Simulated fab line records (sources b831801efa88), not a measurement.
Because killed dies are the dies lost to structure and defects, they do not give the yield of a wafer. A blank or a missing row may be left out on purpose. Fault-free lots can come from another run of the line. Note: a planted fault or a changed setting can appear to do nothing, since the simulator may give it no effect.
The tool behind it: which one? + flow gf180mcu + 14 lots with 42 wafers sampled at 4 steps, on a route of 602 steps

WHAT EACH GAUGE READ, for each wafer
GF_PSD_OVL_MEAS_08. Usual: PSD_OVL gives -0.1 nm (standard deviation 1.2).
| lot  | measured     | on         | PSD_OVL (nm)   | flag |
|------|--------------|------------|----------------|------|
| L710 | day 14 06:44 | overlay-01 | -0.1 0.1 0.7   |      |
| L711 | day 14 18:37 | overlay-01 | -1.7 -2.2 -0.6 |      |
| L714 | day 15 17:13 | overlay-02 | -1.9 -0.6 -2.0 |      |
| L716 | day 16 21:52 | overlay-02 | 0.7 -0.2 0.3   |      |
| L717 | day 17 03:34 | overlay-01 | -2.1 0.0 1.0   |      |
| L719 | day 17 20:38 | overlay-02 | 0.8 -0.4 -1.1  |      |
| L720 | day 18 06:46 | overlay-01 | -0.2 -0.5 -0.9 |      |
| L723 | day 19 15:23 | overlay-02 | -1.0 -1.6 -0.8 |      |
| L724 | day 19 23:44 | overlay-01 | -0.5 -1.1 -1.7 |      |
| L725 | day 20 08:55 | overlay-01 | -0.7 0.6 -0.8  |      |
| L727 | day 20 20:40 | overlay-02 | -0.7 -0.8 -0.7 |      |
| L728 | day 21 04:47 | overlay-02 | 0.7 1.2 -0.1   |      |
| L732 | day 22 02:50 | overlay-02 | -0.5 0.0 0.1   |      |
| L731 | day 22 06:25 | overlay-02 | -0.5 0.1 0.8   |      |

GF_SAB_OVL_MEAS_10. Usual: SAB_OVL gives 0.5 nm (standard deviation 1.6).
| lot  | measured     | on         | SAB_OVL (nm)   | flag |
|------|--------------|------------|----------------|------|
| L710 | day 15 04:44 | overlay-01 | -1.0 -0.9 -1.7 |      |
| L711 | day 15 16:41 | overlay-01 | -1.9 -0.8 0.8  |      |
| L714 | day 16 16:08 | overlay-01 | 0.2 -1.1 1.0   |      |
| L716 | day 17 22:05 | overlay-01 | 0.2 -0.7 -1.4  |      |
| L717 | day 18 03:19 | overlay-02 | 1.1 2.0 1.1    |      |
| L719 | day 18 20:01 | overlay-02 | 1.7 3.0 2.1    |      |
| L720 | day 19 06:49 | overlay-01 | 0.8 0.9 -0.9   |      |
| L723 | day 20 15:53 | overlay-01 | 1.4 2.8 0.7    |      |
| L724 | day 21 00:01 | overlay-02 | 1.8 2.2 2.4    |      |
| L725 | day 21 09:32 | overlay-02 | -0.5 -1.0 -1.0 |      |
| L727 | day 21 20:38 | overlay-01 | -0.4 0.6 1.0   |      |
| L728 | day 22 04:49 | overlay-01 | -0.6 -2.2 -0.5 |      |
| L732 | day 23 02:26 | overlay-01 | 1.5 0.6 0.3    |      |
| L731 | day 23 06:17 | overlay-01 | 0.2 -0.2 0.1   |      |

GF_SALICIDE_THK_MEAS_05: measures by xrf. Usual: SALICIDE_TIN_THK gives 20.21 nm (standard deviation 0.28).
| lot  | measured     | on            | SALICIDE_TIN_THK (nm) | flag |
|------|--------------|---------------|-----------------------|------|
| L710 | day 15 05:17 | film_metro-03 | 20.41 20.24 20.60     |      |
| L711 | day 15 17:16 | film_metro-04 | 19.68 19.73 19.74     |      |
| L714 | day 16 16:41 | film_metro-03 | 20.26 20.43 20.46     |      |
| L716 | day 17 22:38 | film_metro-01 | 20.15 20.35 20.22     |      |
| L717 | day 18 03:52 | film_metro-03 | 20.09 20.54 20.25     |      |
| L723 | day 20 16:26 | film_metro-03 | 20.09 20.35 20.32     |      |
| L724 | day 21 00:35 | film_metro-01 | 20.00 20.21 20.12     |      |
| L725 | day 21 10:04 | film_metro-03 | 20.05 20.22 19.58     |      |
| L727 | day 21 21:14 | film_metro-01 | 20.54 20.72 20.47     |      |
| L728 | day 22 05:23 | film_metro-01 | 20.36 20.53 19.76     |      |
| L732 | day 23 02:59 | film_metro-03 | 19.96 20.40 20.39     |      |
| L731 | day 23 06:50 | film_metro-01 | 20.11 20.06 19.65     |      |

WHICH TOOL RAN EACH LOT (tool, then ch and the chambers of the sampled wafers, then the start)
| lot  | GF_SAB_WET_ETCH_12              |
|------|---------------------------------|
| L710 | wet_bench-03 ch 0, day 15 04:47 |
| L711 | wet_bench-04 ch 1, day 15 16:44 |
| L714 | wet_bench-04 ch 2, day 16 16:11 |
| L716 | wet_bench-01 ch 2, day 17 22:08 |
| L717 | wet_bench-03 ch 1, day 18 03:22 |
| L719 | wet_bench-01 ch 2, day 18 20:04 |
| L720 | wet_bench-04 ch 1, day 19 06:52 |
| L723 | wet_bench-03 ch 3, day 20 15:56 |
| L724 | wet_bench-04 ch 1, day 21 00:04 |
| L725 | wet_bench-04 ch 3, day 21 09:35 |
| L727 | wet_bench-03 ch 0, day 21 20:41 |
| L728 | wet_bench-01 ch 3, day 22 04:52 |
| L732 | wet_bench-03 ch 0, day 23 02:29 |
| L731 | wet_bench-03 ch 3, day 23 06:20 |
- GF_SAB_WET_ETCH_12: etches SiO2 in dHF, target depth 22 nm, time 440 s.

WHAT THE TOOLS THEMSELVES READ (means of the sampled wafers that have a number; where no wafer has one, the mark that the record gives instead)
GF_SAB_WET_ETCH_12. Usual: bath_heat_duty_pct 6.4 %, standard deviation 0.89; run_length_s 468 s, standard deviation 3.2.
| lot  | tool         | bath_heat_duty_pct (%) | run_length_s (s) | flag |
|------|--------------|------------------------|------------------|------|
| L710 | wet_bench-03 | 6.7                    | 466              |      |
| L711 | wet_bench-04 | 5.4                    | 473              |      |
| L714 | wet_bench-04 | 7.4                    | 465              |      |
| L716 | wet_bench-01 | 6.7                    | 473              |      |
| L717 | wet_bench-03 | 4.9                    | 467              |      |
| L719 | wet_bench-01 | -                      | -                | OFF  |
| L720 | wet_bench-04 | -                      | -                | OFF  |
| L723 | wet_bench-03 | 6.0                    | 472              |      |
| L724 | wet_bench-04 | 5.2                    | 466              |      |
| L725 | wet_bench-04 | 6.2                    | 466              |      |
| L727 | wet_bench-03 | 6.8                    | 466              |      |
| L728 | wet_bench-01 | 6.6                    | 473              |      |
| L732 | wet_bench-03 | 6.6                    | 465              |      |
| L731 | wet_bench-03 | 5.8                    | 465              |      |

THE ANSWER, worked out from the rows above alone
Rule: a lot counts as off when the mean over its wafers that have a number is more than 3 standard deviations away from the usual mean. Also off: a lot with no number at a reading for which 4 or more lots have one. Any other lot the step has rows for is counted as sound. First the gauges in route order, then the tools' own readings, where a lot's mean is used as printed above. The first step at which some lot is off is used, and at that step the reading that is off furthest; a lot without a number counts as furthest.
Off: L719, L720 (GF_SAB_WET_ETCH_12, bath_heat_duty_pct). Without a number there: L719, L720.
A tool fits if, at that step or a process step before it, it ran every lot that is off, and no sound lot after the first of them. No candidate that was tried fits.

WHAT THE SIMULATOR PUT IN
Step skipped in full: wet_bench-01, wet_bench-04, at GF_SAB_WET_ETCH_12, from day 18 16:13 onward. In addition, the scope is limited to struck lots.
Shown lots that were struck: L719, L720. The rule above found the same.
